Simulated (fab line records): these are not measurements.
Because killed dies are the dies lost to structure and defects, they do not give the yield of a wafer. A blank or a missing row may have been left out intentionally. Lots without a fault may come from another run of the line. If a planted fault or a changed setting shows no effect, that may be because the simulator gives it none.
What tool caused it? || flow sky130 || Sampling: 10 lots, 30 wafers, 2 of 708 route steps

WHAT EACH GAUGE READ, for each wafer
SKY_METAL5_THK_MEAS_06: measures by xrf.
{"lot": "L410", "measured": "day 43 01:44", "on": "film-metro-01", "METAL5_ALCU_THK (nm)": "1154 1161 1159"}
{"lot": "L412", "measured": "day 43 18:00", "on": "film-metro-02", "METAL5_ALCU_THK (nm)": "1177 1188 1188"}
{"lot": "L415", "measured": "day 44 05:26", "on": "film-metro-02", "METAL5_ALCU_THK (nm)": "1183 1168 1164"}
{"lot": "L416", "measured": "day 44 22:26", "on": "film-metro-01", "METAL5_ALCU_THK (nm)": "1160 1153 1166"}
{"lot": "L424", "measured": "day 46 15:08", "on": "film-metro-04", "METAL5_ALCU_THK (nm)": "1300 1317 1312"}
{"lot": "L426", "measured": "day 47 09:31", "on": "film-metro-04", "METAL5_ALCU_THK (nm)": "1305 1302 1312"}
{"lot": "L429", "measured": "day 47 17:07", "on": "film-metro-01", "METAL5_ALCU_THK (nm)": "1163 1158 1160"}
{"lot": "L430", "measured": "day 48 02:06", "on": "film-metro-01", "METAL5_ALCU_THK (nm)": "1159 1175 1164"}
{"lot": "L431", "measured": "day 48 07:51", "on": "film-metro-04", "METAL5_ALCU_THK (nm)": "1171 1177 1174"}
{"lot": "L432", "measured": "day 48 20:01", "on": "film-metro-04", "METAL5_ALCU_THK (nm)": "1164 1171 1181"}

WHICH TOOL RAN EACH LOT (tool, then ch and the chambers of the sampled wafers, then the start)
{"lot": "L410", "SKY_METAL5_SPUTTER_04": "pvd-sputter-02, day 43 01:34"}
{"lot": "L412", "SKY_METAL5_SPUTTER_04": "pvd-sputter-01, day 43 17:50"}
{"lot": "L415", "SKY_METAL5_SPUTTER_04": "pvd-sputter-04, day 44 05:16"}
{"lot": "L416", "SKY_METAL5_SPUTTER_04": "pvd-sputter-02, day 44 22:16"}
{"lot": "L424", "SKY_METAL5_SPUTTER_04": "pvd-sputter-02, day 46 14:58"}
{"lot": "L426", "SKY_METAL5_SPUTTER_04": "pvd-sputter-02, day 47 09:21"}
{"lot": "L429", "SKY_METAL5_SPUTTER_04": "pvd-sputter-01, day 47 16:56"}
{"lot": "L430", "SKY_METAL5_SPUTTER_04": "pvd-sputter-04, day 48 01:56"}
{"lot": "L431", "SKY_METAL5_SPUTTER_04": "pvd-sputter-04, day 48 07:40"}
{"lot": "L432", "SKY_METAL5_SPUTTER_04": "pvd-sputter-01, day 48 19:49"}
- SKY_METAL5_SPUTTER_04: material TiN, target thk 70 nm, time 58.3 s.

THE ANSWER, worked out from the rows above alone
Rule: what is usual is taken from the lots themselves. The widest of any qualifying gaps counts: lots, ordered by their means at a reading, are off when they make up no more than a third of the lots, leave a main group of 4 or more, and stand apart from it by 3 or more times the standard deviation of that group's means. A main group is skipped when, at the precision printed for the reading in the tables above, its means are all equal. Also off: a lot with no number at a reading for which 4 or more lots have one. The other lots that the step has rows for count as sound.
Off: L424, L426, at SKY_METAL5_THK_MEAS_06 (METAL5_ALCU_THK). The main group: mean 1168 nm, standard deviation 8.4.
A tool fits if, at a process step before that reading, it ran every lot that is off, and no sound lot after the first of them. Gauges at SKY_METAL5_THK_MEAS_06: tried the same way as those tools. One fits: pvd-sputter-02 at SKY_METAL5_SPUTTER_04. A fault onset in the window from L416 (day 44 22:16, its last sound lot) to L424 (day 46 14:58, its first lot off) fits.

WHAT WAS PUT IN BY THE SIMULATOR
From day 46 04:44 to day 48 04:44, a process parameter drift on pvd-sputter-02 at SKY_METAL5_SPUTTER_04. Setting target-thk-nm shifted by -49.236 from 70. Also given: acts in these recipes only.
Lots struck among those shown: L424, L426. The rule given above showed the same thing.
